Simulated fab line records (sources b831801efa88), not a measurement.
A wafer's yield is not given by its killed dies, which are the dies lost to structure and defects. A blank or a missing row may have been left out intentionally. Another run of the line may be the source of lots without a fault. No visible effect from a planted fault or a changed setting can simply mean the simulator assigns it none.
Which tool is to blame?    flow sky130    24 lots with 72 wafers sampled at 4 steps, on a route of 708 steps

WHAT THE GAUGES READ, wafer by wafer
SKY_LOCAL_INTERCONNECT_OVL_MEAS_12. Usual: LOCAL_INTERCONNECT_OVL typically reads -3 nm, with standard deviation 5.4.
lot   measured      on          LOCAL_INTERCONNECT_OVL (nm)  flag
L074  day 30 10:02  overlay-01  -5 -10 -4                    
L075  day 30 22:55  overlay-01  -7 -5 -5                     
L076  day 30 22:44  overlay-02  5 -8 -4                      
L077  day 31 06:22  overlay-01  3 -1 5                       
L078  day 31 23:44  overlay-01  -9 -7 -7                     
L079  day 32 01:03  overlay-02  -5 -1 1                      
L080  day 32 05:25  overlay-02  -9 -5 -9                     
L081  day 32 09:30  overlay-02  -7 3 2                       
L082  day 33 03:08  overlay-01  -14 -5 -6                    
L083  day 33 09:34  overlay-01  -5 -6 -6                     
L084  day 33 14:29  overlay-01  -11 -9 -13                   
L085  day 33 22:55  overlay-01  3 8 8                        
L086  day 34 09:17  overlay-01  -8 -3 -7                     
L087  day 34 15:28  overlay-02  -5 -4 -4                     
L088  day 35 01:24  overlay-01  -5 -4 1                      
L089  day 35 23:32  overlay-02  -14 1 -6                     
L090  day 36 03:22  overlay-01  -1 -10 -3                    
L092  day 36 09:32  overlay-02  7 2 4                        
L091  day 37 01:35  overlay-02  7 7 1                        
L093  day 37 02:53  overlay-01  -1 -1 -1                     
L094  day 37 02:52  overlay-02  6 5 5                        
L096  day 37 08:44  overlay-01  4 9 5                        
L095  day 37 09:30  overlay-02  -7 -7 -1                     
L097  day 37 14:52  overlay-01  -6 -2 -1                     

SKY_CONTACT_CD_MEAS_14 targets a cd of 170 nm. Usual: 170.0 nm for cd nm, sd 1.5.
lot   measured      on         cd nm (nm)         flag
L074  day 31 20:47  cd sem-01  170.2 171.5 171.1  
L075  day 32 04:17  cd sem-02  169.7 170.2 168.8  
L076  day 32 03:28  cd sem-01  169.1 167.8 169.6  
L077  day 32 10:08  cd sem-02  168.8 169.2 171.0  
L078  day 33 04:05  cd sem-02  173.0 173.9 172.7  
L079  day 33 05:29  cd sem-02  170.1 168.7 171.6  
L080  day 33 09:41  cd sem-01  170.5 169.3 169.6  
L081  day 33 13:15  cd sem-02  168.6 169.6 170.8  
L082  day 34 06:44  cd sem-02  171.8 172.0 172.1  
L083  day 34 12:50  cd sem-02  168.9 169.3 169.5  
L084  day 34 17:47  cd sem-02  169.7 171.2 170.9  
L085  day 35 02:20  cd sem-01  171.7 171.1 171.9  
L086  day 35 13:41  cd sem-01  167.6 165.0 165.0  
L087  day 35 19:08  cd sem-02  170.8 172.4 171.6  
L088  day 36 05:07  cd sem-01  171.8 170.9 171.5  
L089  day 37 03:07  cd sem-01  168.7 168.3 167.9  
L090  day 37 06:52  cd sem-02  170.5 169.7 170.2  
L092  day 37 13:08  cd sem-01  172.1 171.2 170.7  
L091  day 38 05:07  cd sem-01  170.3 169.5 170.4  
L093  day 38 06:16  cd sem-02  169.1 169.1 169.0  
L094  day 38 05:56  cd sem-02  170.6 169.5 170.4  
L096  day 38 11:56  cd sem-01  169.8 170.6 169.1  
L095  day 38 12:25  cd sem-02  169.1 169.9 170.4  
L097  day 38 17:38  cd sem-01  168.3 169.0 168.2  

EACH LOT AND THE TOOL THAT RAN IT (in order: tool; ch and the chambers of the sampled wafers; start)
lot   SKY_DNWELL_STRIP_08                  SKY_LI_CONTACT_CVD_21
L074  plasma asher-03 ch 0,1, day 3 03:44  cvd w-01 ch 0,1, day 29 04:52
L075  plasma asher-03 ch 0,1, day 3 11:53  cvd w-01 ch 0,1, day 29 18:25
L076  plasma asher-03 ch 0,1, day 3 15:32  cvd w-02 ch 0,1, day 29 18:13
L077  plasma asher-03 ch 0,1, day 3 19:01  cvd w-02 ch 0,1, day 30 04:05
L078  plasma asher-04 ch 0,1, day 4 03:05  cvd w-01 ch 0,1, day 30 16:19
L079  plasma asher-02 ch 0,1, day 4 08:43  cvd w-01 ch 0,1, day 30 20:19
L080  plasma asher-04 ch 1, day 4 10:16    cvd w-02 ch 0,1, day 31 00:26
L081  plasma asher-02 ch 0,1, day 4 18:02  cvd w-01 ch 0,1, day 31 05:46
L082  plasma asher-04 ch 0,1, day 4 21:40  cvd w-01 ch 0,1, day 31 23:17
L083  plasma asher-02 ch 0,1, day 5 03:35  cvd w-02 ch 0,1, day 32 06:01
L084  plasma asher-03 ch 0,1, day 5 10:01  cvd w-02 ch 0,1, day 32 11:30
L085  plasma asher-04 ch 0,1, day 5 15:26  cvd w-02 ch 0,1, day 32 19:51
L086  plasma asher-02 ch 0,1, day 6 01:02  cvd w-01 ch 0,1, day 33 06:16
L087  plasma asher-03 ch 0,1, day 6 01:32  cvd w-02 ch 0,1, day 33 12:14
L088  plasma asher-03 ch 0,1, day 6 08:41  cvd w-02 ch 0,1, day 33 22:38
L089  plasma asher-03 ch 0, day 7 02:11    cvd w-02 ch 0,1, day 34 20:56
L090  plasma asher-04 ch 0,1, day 7 07:07  cvd w-01 ch 0,1, day 34 23:59
L092  plasma asher-03 ch 0,1, day 7 11:49  cvd w-01 ch 1, day 35 06:23
L091  plasma asher-04 ch 1, day 7 12:02    cvd w-02 ch 1, day 35 22:39
L093  plasma asher-03 ch 0,1, day 7 14:41  cvd w-01 ch 1, day 35 23:48
L094  plasma asher-03 ch 0,1, day 7 22:07  cvd w-02 ch 0,1, day 35 23:34
L096  plasma asher-02 ch 0,1, day 8 05:13  cvd w-01 ch 0,1, day 36 06:14
L095  plasma asher-04 ch 0, day 8 05:40    cvd w-02 ch 0,1, day 36 06:53
L097  plasma asher-04 ch 0,1, day 8 10:32  cvd w-01 ch 0, day 36 12:36
- SKY_DNWELL_STRIP_08: strips in O2/N2.
- SKY_LI_CONTACT_CVD_21: deposits W, target thk 400 nm, time 120.56 s.

WHAT THE TOOLS THEMSELVES READ (means of the sampled wafers that have a number; where no wafer has one, the mark that the record gives instead)
SKY_DNWELL_STRIP_08. Usual: drypump motor current A 5.8 A, standard deviation 0.38; oes product au 0.723 a.u., standard deviation 0.0044; strip time to endpoint s 36.94 s, standard deviation 0.095.
lot   tool             drypump motor current A (A)  oes product au (a.u.)  strip time to endpoint s (s)  flag
L074  plasma asher-03  5.6                          0.722                  36.98                         
L075  plasma asher-03  5.6                          0.724                  36.98                         
L076  plasma asher-03  5.9                          0.723                  37.02                         
L077  plasma asher-03  5.7                          0.723                  36.91                         
L078  plasma asher-04  5.6                          0.724                  37.03                         
L079  plasma asher-02  6.0                          0.723                  36.94                         
L080  plasma asher-04  5.4                          0.722                  37.05                         
L081  plasma asher-02  5.8                          0.725                  36.97                         
L082  plasma asher-04  5.8                          0.729                  36.85                         
L083  plasma asher-02  6.0                          0.724                  36.98                         
L084  plasma asher-03  5.6                          0.720                  36.91                         
L085  plasma asher-04  5.6                          0.724                  36.97                         
L086  plasma asher-02  5.8                          0.725                  36.85                         
L087  plasma asher-03  5.9                          0.724                  36.87                         
L088  plasma asher-03  5.6                          0.720                  37.02                         
L089  plasma asher-03  6.2                          0.724                  37.00                         
L090  plasma asher-04  5.6                          0.715                  36.90                         
L092  plasma asher-03  5.7                          0.723                  37.05                         
L091  plasma asher-04  5.4                          0.725                  36.86                         
L093  plasma asher-03  5.6                          0.724                  36.89                         
L094  plasma asher-03  5.7                          0.724                  37.06                         
L096  plasma asher-02  6.0                          0.721                  36.91                         
L095  plasma asher-04  6.0                          0.721                  36.79                         
L097  plasma asher-04  5.6                          0.724                  36.84                         

SKY_LI_CONTACT_CVD_21. Usual: 940 W for heater power w, sd 95.
lot   tool      heater power w (W)  flag
L074  cvd w-01  999                 
L075  cvd w-01  1019                
L076  cvd w-02  868                 
L077  cvd w-02  836                 
L078  cvd w-01  1026                
L079  cvd w-01  998                 
L080  cvd w-02  891                 
L081  cvd w-01  998                 
L082  cvd w-01  1029                
L083  cvd w-02  888                 
L084  cvd w-02  875                 
L085  cvd w-02  845                 
L086  cvd w-01  1018                
L087  cvd w-02  875                 
L088  cvd w-02  893                 
L089  cvd w-02  841                 
L090  cvd w-01  1000                
L092  cvd w-01  1071                
L091  cvd w-02  926                 
L093  cvd w-01  1061                
L094  cvd w-02  849                 
L096  cvd w-01  1051                
L095  cvd w-02  849                 
L097  cvd w-01  991                 

THE ANSWER, worked out from the rows above alone
Rule: a lot is off if the mean of its wafers that have a number lies more than 3 standard deviations from the usual mean. A lot without any number at a reading at which 4 lots or more have one is off too. All remaining lots with rows at the step are treated as sound. The gauges are gone through in route order, then the tools' own readings, and for those a lot's mean is taken as printed above. At the first step where some lot is off, the reading lying furthest off is the one used; lots without a number count as furthest.
No lot is off on any of the readings shown, so nothing can be concluded from this.

WHAT WAS PUT IN BY THE SIMULATOR
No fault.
